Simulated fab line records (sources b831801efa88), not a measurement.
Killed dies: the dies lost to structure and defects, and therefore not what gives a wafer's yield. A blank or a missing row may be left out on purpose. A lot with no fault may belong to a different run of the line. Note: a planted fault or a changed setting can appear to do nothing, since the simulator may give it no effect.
Which tool was responsible? || flow gf180mcu || 6 lots, 18 wafers sampled, at 1 step of a route of 602

== WHAT EACH GAUGE READ, for each wafer ==
GF_V5_OVL_MEAS_15.
{"lot": "L924", "measured": "day 27 13:29", "on": "overlay-02", "V5_OVL (nm)": "-4 -4 0"}
{"lot": "L926", "measured": "day 28 09:13", "on": "overlay-02", "V5_OVL (nm)": "-2 -6 -2"}
{"lot": "L928", "measured": "day 29 02:50", "on": "overlay-02", "V5_OVL (nm)": "0 3 3"}
{"lot": "L930", "measured": "day 29 14:15", "on": "overlay-02", "V5_OVL (nm)": "12 6 2"}
{"lot": "L932", "measured": "day 30 02:44", "on": "overlay-01", "V5_OVL (nm)": "-3 -2 -6"}
{"lot": "L934", "measured": "day 30 17:43", "on": "overlay-02", "V5_OVL (nm)": "2 -3 4"}

== WHAT TOOL EACH LOT RAN ON (gives the tool, then ch and the chambers of the sampled wafers, and finally the start) ==
No process step before these readings appears in the record.

== THE ANSWER, worked out from the rows above alone ==
Rule: the lots themselves supply what counts as usual. Put in order of their means at a reading, lots are off if they are a third of the lots or fewer, leave a main group of 4 or more, and stand apart from it by a gap of 3 or more times the standard deviation of the main group's means; of several such gaps the widest counts. A main group whose means are all the same, to the digits that the tables above print for the reading, isn't used. Also off: a lot with no number at a reading for which 4 or more lots have one. All remaining lots with rows at the step are treated as sound.
None of the lots is off at any reading shown; this tells nothing.

== WHAT HAD BEEN PUT IN BY THE SIMULATOR ==
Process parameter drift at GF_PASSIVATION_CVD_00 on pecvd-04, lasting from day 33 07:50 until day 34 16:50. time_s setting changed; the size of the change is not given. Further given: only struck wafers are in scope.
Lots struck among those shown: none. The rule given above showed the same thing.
